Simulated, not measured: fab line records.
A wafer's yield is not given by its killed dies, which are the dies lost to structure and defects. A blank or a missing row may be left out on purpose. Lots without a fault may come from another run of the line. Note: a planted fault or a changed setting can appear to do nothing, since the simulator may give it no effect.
Chamber matching + flow gf180mcu + GF_V2_CMP_04 on cmp-02: 4 sister chambers
The step polishes SiO2. 20 wafers are shown with their chamber, then 10 later ones without.

== EACH WAFER AND ITS CHAMBER ==
| wafer  | chamber | motor_current_A (A) | time_to_endpoint_s (s) |
|--------|---------|---------------------|------------------------|
| L074.2 | 3       | 12.8                | 82                     |
| L074.3 | 0       | 11.9                | 85                     |
| L074.5 | 3       | 13.4                | 86                     |
| L075.2 | 1       | 12.9                | 79                     |
| L075.3 | 2       | 13.7                | 83                     |
| L075.5 | 2       | 13.3                | 85                     |
| L077.1 | 0       | 12.1                | 94                     |
| L077.2 | 3       | 14.0                | 86                     |
| L077.3 | 2       | 13.4                | 92                     |
| L080.1 | 0       | 12.1                | 84                     |
| L080.2 | 3       | 13.7                | 87                     |
| L080.4 | 2       | 13.5                | 88                     |
| L081.1 | 0       | 11.7                | 84                     |
| L081.5 | 3       | 13.6                | 92                     |
| L081.6 | 2       | 13.5                | 90                     |
| L086.1 | 1       | 13.4                | 94                     |
| L086.3 | 0       | 12.3                | 79                     |
| L086.6 | 0       | 11.9                | 87                     |
| L089.1 | 3       | 12.9                | 73                     |
| L089.2 | 0       | 12.0                | 87                     |

SIGNATURES (means of the wafers above)
| reading            | chamber 0 | chamber 1 | chamber 2 | chamber 3 | scatter within a chamber |
|--------------------|-----------|-----------|-----------|-----------|--------------------------|
| motor_current_A    | 12.000    | 13.150    | 13.480    | 13.400    | 0.31                     |
| time_to_endpoint_s | 85.71     | 86.50     | 87.60     | 84.33     | 5.56                     |
Rule: for each reading, subtract the chamber's mean from the wafer's reading, divide by that reading's scatter and square the result; add these up over the readings and take the root, which gives the wafer's distance from the chamber. The wafer belongs to the nearest chamber; if the next one is less than 2 further off, it can't be placed. How the scatter is found: for the shown wafers, subtract from each reading the mean of its chamber, square and add these, divide the total by (wafers less chambers), then take the root.

== WAFERS WITH NO CHAMBER GIVEN ==
| wafer  | motor_current_A (A) | time_to_endpoint_s (s) |
|--------|---------------------|------------------------|
| L089.3 | 13.9                | 74                     |
| L092.2 | 13.5                | 85                     |
| L092.5 | 13.1                | 92                     |
| L092.6 | 13.4                | 91                     |
| L094.2 | 13.6                | 85                     |
| L094.3 | 13.3                | 77                     |
| L094.4 | 11.5                | 88                     |
| L095.2 | 13.8                | 84                     |
| L095.4 | 13.3                | 96                     |
| L095.6 | 13.7                | 96                     |

== WHICH CHAMBER EACH ONE RAN IN ==
| wafer  | from the rows above          | in truth |
|--------|------------------------------|----------|
| L089.3 | can't be placed: 3 or 2 or 1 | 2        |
| L092.2 | can't be placed: 3 or 2 or 1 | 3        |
| L092.5 | can't be placed: 1 or 2 or 3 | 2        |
| L092.6 | can't be placed: 2 or 1 or 3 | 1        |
| L094.2 | can't be placed: 2 or 3 or 1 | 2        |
| L094.3 | can't be placed: 3 or 1 or 2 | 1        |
| L094.4 | 0                            | 0        |
| L095.2 | can't be placed: 2 or 3 or 1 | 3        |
| L095.4 | can't be placed: 2 or 1 or 3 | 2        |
| L095.6 | can't be placed: 2 or 3 or 1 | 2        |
Correctly placed: 1 of 10. Not placeable from these rows: 9 (in 9, the candidates include the true chamber). Placed wrongly: 0.
